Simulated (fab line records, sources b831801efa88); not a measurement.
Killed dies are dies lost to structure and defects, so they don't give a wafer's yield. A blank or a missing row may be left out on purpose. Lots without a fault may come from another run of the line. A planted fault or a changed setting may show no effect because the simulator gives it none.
Chamber matching | flow gf180mcu | GF_V2_CMP_26 on cmp-01: 4 sister chambers
The step polishes, stops on SiO2, t overpolish 15 s, target thk 0 nm. 36 wafers are shown with their chamber, then 12 later ones without.

WAFERS WITH THEIR CHAMBER
wafer  | chamber | motor_current_A (A) | time_to_endpoint_s (s) | overpolish_run_s (s)
L074.2 | 1       | 12.3                | 84                     | 15.004
L074.3 | 3       | 11.5                | 79                     | 15.007
L074.4 | 2       | 12.8                | 82                     | 14.987
L076.1 | 3       | 11.6                | 79                     | 15.001
L076.3 | 0       | 14.5                | 94                     | 15.006
L076.6 | 2       | 12.3                | 85                     | 14.989
L078.1 | 0       | 13.8                | 88                     | 15.008
L078.2 | 2       | 12.4                | 81                     | 14.997
L078.3 | 3       | 11.8                | 78                     | 15.010
L079.3 | 0       | 13.5                | 87                     | 14.987
L079.4 | 2       | 12.6                | 79                     | 15.001
L079.5 | 0       | 13.6                | 91                     | 15.005
L081.1 | 0       | 14.7                | 86                     | 14.982
L081.3 | 3       | 11.3                | 74                     | 15.011
L081.6 | 2       | 12.6                | 82                     | 15.021
L082.1 | 2       | 13.0                | 83                     | 14.991
L082.2 | 0       | 13.6                | 89                     | 14.999
L082.3 | 1       | 12.3                | 85                     | 14.995
L084.1 | 2       | 12.9                | 85                     | 15.009
L084.2 | 0       | 13.7                | 90                     | 15.000
L084.3 | 3       | 11.2                | 82                     | 14.999
L085.4 | 2       | 12.5                | 82                     | 14.998
L085.5 | 2       | 13.0                | 83                     | 15.020
L085.6 | 1       | 11.5                | 86                     | 15.003
L087.4 | 0       | 13.6                | 88                     | 15.016
L087.5 | 3       | 10.9                | 79                     | 15.014
L087.6 | 0       | 14.1                | 91                     | 15.003
L089.1 | 2       | 12.2                | 82                     | 14.986
L089.5 | 3       | 10.9                | 79                     | 14.988
L089.6 | 2       | 12.5                | 84                     | 15.003
L090.2 | 0       | 13.5                | 93                     | 15.008
L090.3 | 3       | 11.0                | 81                     | 15.004
L090.4 | 1       | 11.8                | 89                     | 15.010
L093.1 | 0       | 12.9                | 98                     | 14.990
L093.3 | 1       | 11.5                | 91                     | 15.008
L093.6 | 3       | 11.3                | 88                     | 14.981

SIGNATURES (means of the wafers above)
reading            | chamber 0 | chamber 1 | chamber 2 | chamber 3 | scatter within a chamber
motor_current_A    | 13.773    | 11.880    | 12.618    | 11.278    | 0.383
time_to_endpoint_s | 90.45     | 87.00     | 82.55     | 79.89     | 3.06
overpolish_run_s   | 15.00036  | 15.00400  | 15.00018  | 15.00167  | 0.0107
Rule: a wafer's distance from a chamber is the root of the sum, over the readings, of the square of ((its reading less the chamber's mean) divided by the reading's scatter). The wafer belongs to the nearest chamber; if the next one is less than 2 further off, it can't be placed. The scatter: the root of (the sum of the squares of (reading less its chamber's mean) over the shown wafers, divided by (wafers less chambers)).

WAFERS WITHOUT THEIR CHAMBER
wafer  | motor_current_A (A) | time_to_endpoint_s (s) | overpolish_run_s (s)
L094.2 | 11.2                | 91                     | 15.005
L094.4 | 14.4                | 95                     | 14.996
L094.5 | 11.4                | 95                     | 15.008
L094.1 | 11.5                | 88                     | 14.997
L094.3 | 10.6                | 80                     | 14.996
L094.6 | 12.4                | 90                     | 14.991
L096.2 | 11.4                | 79                     | 15.000
L096.4 | 12.5                | 84                     | 15.001
L096.6 | 11.4                | 79                     | 15.019
L097.3 | 13.6                | 88                     | 14.996
L097.5 | 11.0                | 79                     | 15.000
L097.6 | 13.4                | 92                     | 15.000

WHICH CHAMBER EACH WENT THROUGH
wafer  | from the rows above          | in truth
L094.2 | can't be placed: 1 or 3      | 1
L094.4 | 0                            | 0
L094.5 | 1                            | 1
L094.1 | can't be placed: 1 or 3      | 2
L094.3 | 3                            | 3
L094.6 | can't be placed: 1 or 2 or 0 | 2
L096.2 | 3                            | 3
L096.4 | can't be placed: 2 or 1      | 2
L096.6 | can't be placed: 3 or 1      | 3
L097.3 | 0                            | 0
L097.5 | 3                            | 3
L097.6 | 0                            | 0
Placed correctly: 7 of 12. Can't be placed from these rows: 5 (the true chamber is among the candidates in 4). Placed wrongly: 0.
